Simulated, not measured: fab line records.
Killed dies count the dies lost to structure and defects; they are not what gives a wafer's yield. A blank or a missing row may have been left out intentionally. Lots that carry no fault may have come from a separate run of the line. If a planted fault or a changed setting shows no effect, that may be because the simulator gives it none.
fab line records | flow sky130
record lots=13 wafers=39 lastDay=50
route steps=708 shown VT_ADJUST_HVTP@96 VT_ADJUST_LVTN@104 GATE_OXIDE@198 POLY_GATE@218 PAD_OPEN@708
lots that met no fault: taken from a fault-free run of the same line
startH: hours from the record's first day to the start of the lot's first wafer shown | waitH: hours elapsed since this lot's preceding step | " same as the row above | L1.1+2: a single row standing in for several wafers | - no value, or no start was given | * or withheld: withheld | < > ~ a bound
route shown NAME@n: names a module that has steps shown in the file, with the first one's number in the route | usual: the fault-free wafers' mean and standard deviation | same: alike in all rows | chamber/n: place in a boat | sites: per-site readings | _std_site: standard deviation across them | _edge_site: the outer-site mean with the inner-site mean subtracted | radiusMm: how far each site lies from the wafer's centre | mask NAME#n: copy n | behind: the tool/chamber that last shaped the wafer | hold: cause of the lot's hold/its duration in hours/its outcome | device: the n, p or np transistor that did not switch | end of line: tests run on the same wafers once the route is complete | a step given without rows: its recipe and nothing more | killed: the dies lost at the first sort to structure and to defects; this is not the yield of the wafer | map: a wafer's dies, x killed, . not, _ none there
set.NAME: the setting the step ran with; set.NAME@STEP: the setting that earlier step ran with | model.NAME: the simulator's own value behind a step, which no gauge read
a sample of lots followed through the steps of the route, with each step as a table and each wafer as a row
services: a tool's chamber out of use, with start hour (startH, from the record's first day; less than 0 if before it), hours out, and reason
## steps
# step SKY_VT_ADJUST_HVTP_TW_MEAS_11
# usual VT_ADJUST_HVTP_TW=1355/7.8
# columns lot.wafer tool chamber startH waitH VT_ADJUST_HVTP_TW
L859.2 filmMetro-04 - 120.81 0.1 1351
L859.3 " - " " 1352
L859.4 " - " " 1352
L861.3 filmMetro-01 - 133.25 0.1 1362
L861.4 " - " " 1351
L861.6 " - " " 1345
L862.2 filmMetro-01 - 143.58 0.1 1348
L862.3 " - " " 1349
L862.6 " - " " 1348
L864.1 filmMetro-04 - 158.42 0.1 1361
L864.2 " - " " 1351
L864.4 " - " " 1351
L866.3 filmMetro-03 - 169.80 0.1 1361
L866.4 " - " " 1363
L866.6 " - " " 1366
L870.1 filmMetro-03 - 192.16 0.1 1368
L870.2 " - " " 1359
L870.6 " - " " 1366
L871.3 filmMetro-04 - 199.85 0.1 1359
L871.4 " - " " 1358
L871.5 " - " " 1356
L872.1 filmMetro-04 - 207.26 0.1 1356
L872.3 " - " " 1356
L872.5 " - " " 1357
L874.2 filmMetro-04 - 216.17 0.1 1348
L874.4 " - " " 1340
L874.6 " - " " 1355
L876.2 filmMetro-04 - 232.28 0.1 1363
L876.5 " - " " 1352
L876.6 " - " " 1352
L879.3 filmMetro-04 - 250.20 0.1 1352
L879.4 " - " " 1356
L879.5 " - " " 1348
L880.1 filmMetro-04 - 254.96 0.1 1351
L880.2 " - " " 1347
L880.3 " - " " 1353
L882.1 filmMetro-04 - 271.07 0.1 1356
L882.3 " - " " 1360
L882.4 " - " " 1361
# step SKY_VT_ADJUST_LVTN_OVL_MEAS_07
# usual VT_ADJUST_LVTN_OVL=0.0/1.4
# columns lot.wafer tool chamber startH waitH VT_ADJUST_LVTN_OVL[nm]
L859.2 overlay-01 - 139.03 - 0.4
L859.3 " - " " 0.6
L859.4 " - " " 0.2
L861.3 overlay-01 - 152.09 - -2.0
L861.4 " - " " -1.9
L861.6 " - " " -1.7
L862.2 overlay-02 - 163.63 - 1.5
L862.3 " - " " 1.1
L862.6 " - " " -0.1
L864.1 overlay-02 - 179.41 - 0.8
L864.2 " - " " -0.8
L864.4 " - " " 0.4
L866.3 overlay-02 - 190.79 - -1.4
L866.4 " - " " -1.0
L866.6 " - " " 0.2
L870.1 overlay-01 - 213.53 - -1.2
L870.2 " - " " -0.4
L870.6 " - " " -1.1
L871.3 overlay-02 - 221.57 - 1.6
L871.4 " - " " 1.2
L871.5 " - " " 0.7
L872.1 overlay-02 - 228.66 - -0.3
L872.3 " - " " 1.6
L872.5 " - " " 0.7
L874.2 overlay-01 - 237.61 - -1.2
L874.4 " - " " 0.5
L874.6 " - " " 0.4
L876.2 overlay-01 - 255.33 - 0.6
L876.5 " - " " 2.8
L876.6 " - " " -1.4
L879.3 overlay-02 - 273.77 - -0.8
L879.4 " - " " 0.2
L879.5 " - " " -1.3
L880.1 overlay-02 - 278.71 - 2.2
L880.2 " - " " 0.0
L880.3 " - " " 2.2
L882.1 overlay-02 - 294.56 - 0.4
L882.3 " - " " 0.4
L882.4 " - " " -0.2
# step SKY_GATE_OXIDE_IMPLANT_11
# recipe species=B energyKev=10 doseCm2=2.6e+12 tiltDeg=withheld
# usual beamEnergyKeV=10.001/0.0035
# columns lot.wafer tool chamber startH waitH beamEnergyKeV
L859.2 implanter-04 0 299.32 0.0 9.997
L859.3 " 0 " " 9.999
L859.4 " 0 " " 9.999
L861.3 implanter-01 0 319.96 0.1 10.003
L861.4 " 0 " " 10.004
L861.6 " 0 " " 10.007
L862.2 implanter-04 0 358.22 0.0 10.005
L862.3 " 0 " " 10.003
L862.6 " 0 " " 10.003
L864.1 implanter-01 0 358.26 0.0 10.000
L864.2 " 0 " " 9.994
L864.4 " 0 " " 10.000
L866.3 implanter-03 0 368.10 0.1 10.000
L866.4 " 0 " " 9.995
L866.6 " 0 " " 10.000
L870.1 implanter-03 0 402.20 0.0 9.998
L870.2 " 0 " " 10.001
L870.6 " 0 " " 9.999
L870.1 implanter-03 0 402.52 0.3 10.003
L870.2 " 0 " " 10.005
L870.6 " 0 " " 10.004
L871.3 implanter-01 0 410.16 0.1 10.002
L871.4 " 0 " " 10.000
L871.5 " 0 " " 9.998
L872.1 implanter-04 0 419.84 0.0 9.999
L872.3 " 0 " " 9.997
L872.5 " 0 " " 10.001
L872.1 implanter-04 0 420.28 0.4 9.999
L872.3 " 0 " " 10.002
L872.5 " 0 " " 10.002
L874.2 implanter-01 0 430.83 0.0 10.003
L874.4 " 0 " " 10.004
L874.6 " 0 " " 10.001
L876.2 implanter-01 0 448.13 0.0 10.005
L876.5 " 0 " " 10.008
L876.6 " 0 " " 9.996
L876.2 implanter-01 0 448.44 0.3 9.999
L876.5 " 0 " " 10.002
L876.6 " 0 " " 10.003
L879.3 implanter-01 0 470.30 0.1 10.003
L879.4 " 0 " " 9.997
L879.5 " 0 " " 9.993
L880.1 implanter-01 0 474.80 0.0 10.001
L880.2 " 0 " " 10.002
L880.3 " 0 " " 9.995
L882.1 implanter-03 0 496.55 0.0 9.997
L882.3 " 0 " " 10.000
L882.4 " 0 " " 9.998
# step SKY_GATE_OXIDE_TW_MEAS_14
# usual GATE_OXIDE_TW=222.3/1.3
# columns lot.wafer tool chamber startH waitH GATE_OXIDE_TW
L859.2 filmMetro-01 - 299.78 0.1 220.8
L859.3 " - " " 221.6
L859.4 " - " " 221.8
L861.3 filmMetro-04 - 320.29 0.1 224.6
L861.4 " - " " 222.1
L861.6 " - " " 224.2
L862.2 filmMetro-02 - 358.56 0.1 221.4
L862.3 " - " " 221.3
L862.6 " - " " 222.2
L864.1 filmMetro-04 - 358.62 0.1 224.9
L864.2 " - " " 224.0
L864.4 " - " " 224.8
L866.3 filmMetro-04 - 368.42 0.1 223.7
L866.4 " - " " 222.9
L866.6 " - " " 223.5
L870.1 filmMetro-04 - 402.97 0.1 271.8
L870.2 " - " " 273.6
L870.6 " - " " 274.8
L871.3 filmMetro-01 - 410.49 0.1 220.9
L871.4 " - " " 220.5
L871.5 " - " " 220.8
L872.1 filmMetro-01 - 420.67 0.1 270.7
L872.3 " - " " 271.5
L872.5 " - " " 271.8
L874.2 filmMetro-01 - 431.17 0.1 221.4
L874.4 " - " " 222.3
L874.6 " - " " 220.7
L876.2 filmMetro-01 - 448.88 0.2 271.4
L876.5 " - " " 272.1
L876.6 " - " " 271.5
L879.3 filmMetro-02 - 470.63 0.1 221.3
L879.4 " - " " 221.1
L879.5 " - " " 222.6
L880.1 filmMetro-04 - 475.16 0.1 223.4
L880.2 " - " " 221.5
L880.3 " - " " 223.5
L882.1 filmMetro-04 - 496.90 0.1 222.6
L882.3 " - " " 223.7
L882.4 " - " " 223.6
# step SKY_POLY_GATE_THK_MEAS_04
# recipe reads=Si3N4_of_POLY_GATE_CVD_03
# usual POLY_GATE_CVD_03_THK=75.5/0.61
# columns lot.wafer tool chamber startH waitH POLY_GATE_CVD_03_THK[nm]
L859.2 filmMetro-01 - 335.12 0.0 75.4
L859.3 " - " " 75.3
L859.4 " - " " 75.6
L861.3 filmMetro-01 - 352.10 0.0 74.5
L861.4 " - " " 74.8
L861.6 " - " " 74.7
L864.1 filmMetro-04 - 398.04 0.0 75.2
L864.2 " - " " 75.8
L864.4 " - " " 75.7
L862.2 filmMetro-01 - 402.76 0.0 76.7
L862.3 " - " " 76.2
L862.6 " - " " 76.3
L866.3 filmMetro-03 - 408.78 0.0 75.3
L866.4 " - " " 75.4
L866.6 " - " " 75.6
L870.1 filmMetro-04 - 438.93 0.0 75.7
L870.2 " - " " 75.6
L870.6 " - " " 74.9
L871.3 filmMetro-04 - 447.65 0.0 76.1
L871.4 " - " " 75.4
L871.5 " - " " 75.4
L872.1 filmMetro-03 - 457.44 0.0 75.3
L872.3 " - " " 76.1
L872.5 " - " " 75.9
L874.2 filmMetro-04 - 466.64 0.0 75.1
L874.4 " - " " 75.0
L874.6 " - " " 76.1
L876.2 filmMetro-03 - 481.02 0.0 76.3
L876.5 " - " " 76.0
L876.6 " - " " 76.6
L879.3 filmMetro-03 - 505.51 0.0 75.4
L879.4 " - " " 75.4
L879.5 " - " " 75.6
L880.1 filmMetro-04 - 510.63 0.0 76.1
L880.2 " - " " 76.0
L880.3 " - " " 76.0
L882.1 filmMetro-03 - 531.08 0.0 74.5
L882.3 " - " " 75.0
L882.4 " - " " 74.7
# step SKY_PAD_OPEN_PROBE_99
# usual killed_at_M0_to_M3=43/7.5 killed_at_M4_up=2.8/1.8 killedAtContacts=24/5.3 killedAtFrontEnd=14/4.2 killedAtOther=0.3/0.54 killedDies=84/9.4 killedOpen=46/7.1 killedShort=38/6.6
# same grossDies=492 killedAtBackSide=0
# columns lot.wafer tool chamber startH waitH killed_at_M0_to_M3 killed_at_M4_up killedAtContacts killedAtFrontEnd killedAtOther killedDies killedOpen killedShort
L876.2 prober-02 - 1169.03 0.1 52 1 20 18 0 91 52 39
L882.1 prober-01 - 1194.22 0.1 44 4 27 15 0 90 50 38
L882.3 prober-01 - 1194.32 0.2 51 3 21 11 1 87 58 29
L882.4 prober-01 - 1194.37 0.2 33 4 16 8 0 61 34 27
# killed by level:class
L876.2 VIA1:geometricParticle:open=13 METAL1:geometricParticle:short=9 CONTACT:geometricParticle:open=8 FIELD_ISO:geometricParticle:open=7 FIELD_ISO:geometricParticle:short=5 LI_CONTACT:geometricParticle:open=5 VIA2:geometricParticle:open=5 VIA3:geometricParticle:short=5
L882.1 CONTACT:geometricParticle:open=8 LI_CONTACT:geometricParticle:open=8 VIA2:geometricParticle:open=8 VIA3:geometricParticle:open=8 METAL1:geometricParticle:short=7 CONTACT:geometricParticle:short=6 VIA1:geometricParticle:open=6 FIELD_ISO:geometricParticle:short=5
L882.3 VIA1:geometricParticle:open=17 VIA2:geometricParticle:open=10 VIA3:geometricParticle:open=9 LI_CONTACT:geometricParticle:open=8 CONTACT:geometricParticle:open=7 METAL2:geometricParticle:short=6 CONTACT:geometricParticle:short=4 VIA2:geometricParticle:short=4
L882.4 VIA1:geometricParticle:open=8 LI_CONTACT:geometricParticle:open=7 METAL1:geometricParticle:short=6 CONTACT:geometricParticle:open=5 VIA1:geometricParticle:short=4 VIA2:geometricParticle:open=4 VIA3:geometricParticle:open=4 POLY_GATE:geometricParticle:open=3
## services
# columns tool chamber startH hours kind
implanter-04 - 320.31 3.1 repair
implanter-01 - 322.19 2.2 repair
implanter-04 - 431.12 4.2 pm
implanter-01 - 432.37 6.2 repair
## key
firstSign step=SKY_GATE_OXIDE_IMPLANT_11 reading=visit direction=added
effect step=SKY_GATE_OXIDE_TW_MEAS_14 reading=GATE_OXIDE_TW direction=up sigmas=39 usual=222.3 struck=272.1
metAt SKY_GATE_OXIDE_IMPLANT_11
struckLots L870,L872,L876
testerLeftOut L870,L872,L876
notActingAt SKY_VT_ADJUST_HVTP_TW_MEAS_11,SKY_VT_ADJUST_LVTN_OVL_MEAS_07,SKY_POLY_GATE_THK_MEAS_04
fault kind=repeatedStepWhole tool=implanter-01,implanter-03,implanter-04 chamber=- onsetH=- steps=SKY_GATE_OXIDE_IMPLANT_11 times=1 scope=struckLotsOnly
# testerLeftOut: of these lots the tester's yield and bins aren't shown, on N5 and GAA mostly nor the transistor test; their killed dies are dies lost to structure and defects alone, not to doping, threshold or leakage, so they don't give the yield
